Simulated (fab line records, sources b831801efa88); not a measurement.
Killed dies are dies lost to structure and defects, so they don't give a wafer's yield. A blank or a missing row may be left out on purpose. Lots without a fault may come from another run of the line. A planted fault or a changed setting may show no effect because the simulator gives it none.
Tool commonality check | flow gf180mcu | 11 lots, 33 wafers sampled

WHY IT WAS OPENED
At GF_VT_IMPLANT_TW_MEAS_32 the reading VT_IMPLANT_3_TW is flagged on 2 of 11 lots. Wafers without a fault read 271.3, standard deviation 1.5.
Rule: a lot is flagged when every wafer of it that has a number lies more than 4 standard deviations from that mean, or none has a number. The other lots count as sound.

lot  | measured     | on            | VT_IMPLANT_3_TW, wafer by wafer | flag
L509 | day 6 18:14  | film_metro-01 | 271.6 271.3 271.4               |
L512 | day 7 20:36  | film_metro-03 | 270.5 272.6 272.1               |
L517 | day 9 06:13  | film_metro-01 | 30.3 30.3 30.3                  | FLAGGED
L518 | day 9 12:56  | film_metro-01 | 30.3 30.3 30.3                  | FLAGGED
L523 | day 10 18:31 | film_metro-01 | 272.4 273.6 272.2               |
L524 | day 10 23:52 | film_metro-03 | 271.5 270.3 271.5               |
L527 | day 11 19:25 | film_metro-01 | 272.5 272.9 271.5               |
L528 | day 12 02:26 | film_metro-03 | 269.6 269.6 270.8               |
L529 | day 12 09:41 | film_metro-03 | 270.9 271.6 270.1               |
L530 | day 12 17:10 | film_metro-01 | 273.1 272.2 274.0               |
L531 | day 12 20:40 | film_metro-03 | 268.3 270.2 269.8               |
The numbers of the flagged lots are 30.3 on average: -241.0 against the usual, or -99 or more standard deviations.

WHICH TOOL RAN EACH LOT
The record holds 3 process steps before the reading, out of a route of 602 steps. In each cell: the tool, then ch and the chambers that the sampled wafers went through, then the start.
lot  | flag    | GF_STI_ETCH_13                    | GF_VT_IMPLANT_STRIP_20               | GF_VT_IMPLANT_STRIP_31
L509 |         | rie_diel-03 ch 1,2,3, day 2 02:14 | plasma_asher-02 ch 0,1, day 6 03:36  | plasma_asher-01 ch 0,1, day 6 18:08
L512 |         | rie_diel-02 ch 2,3, day 2 17:20   | plasma_asher-01 ch 0,1, day 7 05:19  | plasma_asher-04 ch 0,1, day 7 20:30
L517 | FLAGGED | rie_diel-02 ch 0,1, day 3 22:26   | plasma_asher-01 ch 0,1, day 8 12:36  | plasma_asher-02 ch 0,1, day 9 06:07
L518 | FLAGGED | rie_diel-02 ch 0,3, day 4 02:32   | plasma_asher-04 ch 0,1, day 8 20:00  | plasma_asher-04 ch 0,1, day 9 12:50
L523 |         | rie_diel-02 ch 0,1,3, day 5 01:48 | plasma_asher-01 ch 0,1, day 10 00:30 | plasma_asher-04 ch 0,1, day 10 18:26
L524 |         | rie_diel-01 ch 0,2,3, day 5 06:29 | plasma_asher-04 ch 0,1, day 10 05:23 | plasma_asher-04 ch 0,1, day 10 23:45
L527 |         | rie_diel-02 ch 1,2,3, day 5 22:02 | plasma_asher-01 ch 0,1, day 11 00:32 | plasma_asher-04 ch 0,1, day 11 19:18
L528 |         | rie_diel-03 ch 0,1, day 6 03:18   | plasma_asher-04 ch 0,1, day 11 07:12 | plasma_asher-01 ch 0,1, day 12 02:20
L529 |         | rie_diel-02 ch 0,3, day 6 07:47   | plasma_asher-01 ch 0,1, day 11 14:17 | plasma_asher-04 ch 0,1, day 12 09:35
L530 |         | rie_diel-02 ch 2,3, day 6 13:44   | plasma_asher-01 ch 0,1, day 11 21:03 | plasma_asher-02 ch 0,1, day 12 17:03
L531 |         | rie_diel-02 ch 0,2,3, day 6 18:23 | plasma_asher-01 ch 1, day 12 00:37   | plasma_asher-01 ch 0,1, day 12 20:34
What these steps do:
- GF_STI_ETCH_13: etches the open film in CHF3/O2, stops on Si, target depth 282.31 nm, time 112.9 s.
- GF_VT_IMPLANT_STRIP_20: strips in O2/N2.
- GF_VT_IMPLANT_STRIP_31: strips in O2/N2.
- GF_VT_IMPLANT_TW_MEAS_32

FLAGGED OVER TOTAL, TOOL BY TOOL (the gauges that took the reading come last)
step                     | tool            | lots run | flagged | share of the flagged lots | sound lots run after its first flagged lot
GF_STI_ETCH_13           | rie_diel-01     | 1        | 0       | none                      | -
GF_STI_ETCH_13           | rie_diel-02     | 8        | 2       | all                       | 5 (L523,L527,L529,L530,L531)
GF_STI_ETCH_13           | rie_diel-03     | 2        | 0       | none                      | -
GF_VT_IMPLANT_STRIP_20   | plasma_asher-01 | 7        | 1       | some                      | 5 (L523,L527,L529,L530,L531)
GF_VT_IMPLANT_STRIP_20   | plasma_asher-02 | 1        | 0       | none                      | -
GF_VT_IMPLANT_STRIP_20   | plasma_asher-04 | 3        | 1       | some                      | 2 (L524,L528)
GF_VT_IMPLANT_STRIP_31   | plasma_asher-01 | 3        | 0       | none                      | -
GF_VT_IMPLANT_STRIP_31   | plasma_asher-02 | 2        | 1       | some                      | 1 (L530)
GF_VT_IMPLANT_STRIP_31   | plasma_asher-04 | 6        | 1       | some                      | 4 (L523,L524,L527,L529)
GF_VT_IMPLANT_TW_MEAS_32 | film_metro-01   | 6        | 2       | all                       | 3 (L523,L527,L530)
GF_VT_IMPLANT_TW_MEAS_32 | film_metro-03   | 5        | 0       | none                      | -

WHAT THE TABLE ALLOWS
2 rows of the table ran every flagged lot: rie_diel-02 at GF_STI_ETCH_13, film_metro-01 at GF_VT_IMPLANT_TW_MEAS_32.
- rie_diel-02 at GF_STI_ETCH_13: 2 of its 8 lots flagged. Sound lots ran on it after the first flagged one (L523, L527, L529, L530, L531), which a lasting fault on the whole tool wouldn't allow.
- film_metro-01 at GF_VT_IMPLANT_TW_MEAS_32: 2 of its 6 lots flagged. Sound lots ran on it after the first flagged one (L523, L527, L530), which a lasting fault on the whole tool wouldn't allow.
No row of the table ran every flagged lot and no sound lot after the first.

WHAT THE SIMULATOR HAD PUT IN
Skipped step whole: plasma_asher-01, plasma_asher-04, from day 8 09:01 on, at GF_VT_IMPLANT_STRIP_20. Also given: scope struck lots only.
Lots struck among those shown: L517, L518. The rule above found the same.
